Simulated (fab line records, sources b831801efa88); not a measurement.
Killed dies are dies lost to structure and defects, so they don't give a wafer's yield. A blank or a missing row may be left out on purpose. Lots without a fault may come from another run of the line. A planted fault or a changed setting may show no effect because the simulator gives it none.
Split-lot experiment | flow gf180mcu | 5 lots, 23 wafers read, on a route of 602 steps

THE SPLIT
At GF_SAB_CVD_00 (deposits SiO2 from TEOS, target thk 50 nm, time 4.9302 s), the setting time_s was moved away from the recipe's 4.9302 s on 7 of the 23 wafers read, by -13.8% to +6.3%. The other wafers ran this setting at the recipe's value.

The file shows no step between the split and the reading.

THE READING
SAB_CVD_00_THK, in nm, at GF_SAB_THK_MEAS_01. Fault-free wafers of this fab line usually give 49.9 nm, standard deviation 0.66 nm.

wafer  | tool, chamber at the split | time_s as run, s | against the recipe | SAB_CVD_00_THK, nm | against lot-mates on the recipe
L075.1 | pecvd-03, 2                | 4.9302           | recipe             | 48.8               | -
L075.2 | pecvd-03, 1                | 4.9302           | recipe             | 49.1               | -
L075.3 | pecvd-03, 0                | 4.9302           | recipe             | 49.2               | -
L075.5 | pecvd-03, 2                | 4.9302           | recipe             | 50.3               | -
L075.6 | pecvd-03, 0                | 4.9302           | recipe             | 50.4               | -
L077.2 | pecvd-03, 2                | 4.706            | -4.5%              | 48.2               | -2.3
L077.3 | pecvd-03, 0                | 4.9302           | recipe             | 49.9               | -
L077.4 | pecvd-03, 1                | 4.706            | -4.5%              | 48.8               | -1.7
L077.5 | pecvd-03, 0                | 4.706            | -4.5%              | 48.4               | -2.1
L077.6 | pecvd-03, 2                | 4.9302           | recipe             | 51.1               | -
L080.1 | pecvd-04, 1                | 4.9302           | recipe             | 49.0               | -
L080.3 | pecvd-04, 0                | 4.9302           | recipe             | 48.8               | -
L080.6 | pecvd-04, 1                | 4.9302           | recipe             | 49.9               | -
L082.1 | pecvd-04, 0                | 4.9302           | recipe             | 49.4               | -
L082.2 | pecvd-04, 2                | 4.9302           | recipe             | 49.6               | -
L082.3 | pecvd-04, 1                | 4.251            | -13.8%             | 42.6               | -7.2
L082.5 | pecvd-04, 2                | 4.251            | -13.8%             | 43.2               | -6.6
L082.6 | pecvd-04, 0                | 4.9302           | recipe             | 50.5               | -
L085.1 | pecvd-01, 1                | 4.9302           | recipe             | 48.9               | -
L085.2 | pecvd-01, 2                | 5.24             | +6.3%              | 52.4               | +3.0
L085.3 | pecvd-01, 1                | 4.9302           | recipe             | 49.8               | -
L085.5 | pecvd-01, 2                | 4.9302           | recipe             | 49.4               | -
L085.6 | pecvd-01, 1                | 5.24             | +6.3%              | 52.8               | +3.4

THE FIT
A straight line over all 23 wafers: SAB_CVD_00_THK changes by +0.464 nm for each +1% of time_s; r = +0.95; the points scatter about the line by 0.7 nm.
The same after taking each lot's own level away (the mean of its wafers on the recipe; 23 wafers): +0.5 nm for each +1%; r = +0.98; scatter 0.5 nm.
On that fit, the largest move of time_s shifts the reading by 6.9 nm.
The lots' own levels span 49.23 to 50.50 nm, that is 1.9 times the standard deviation above.
So the lot-to-lot level changes the slope little: the two slopes agree.
Check: with one of the wafers moved furthest among these (-13.8%) left out of the fit, the line predicts -6.64 nm for it against its lot-mates. It came out at -7.23 nm against them.

THE WHOLE CHAIN: every reading that the file lists as answering this split, in the file's order
step               | what it does                                             | reading                                                                    | change (the file's fit)               | r (the file's)
GF_SAB_CVD_00      | deposits SiO2 from TEOS, target thk 50 nm, time 4.9302 s | SiO2_of_SAB_CVD_00.thk_nm (the simulator's own value, which no gauge read) | +0.499 nm for each +1% of the setting | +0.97
GF_SAB_THK_MEAS_01 |                                                          | SAB_CVD_00_THK                                                             | +0.498 for each +1% of the setting    | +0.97

THE FILE'S OWN FIT
SAB_CVD_00_THK changes by +0.498 nm for each +1% of time_s, r = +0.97.
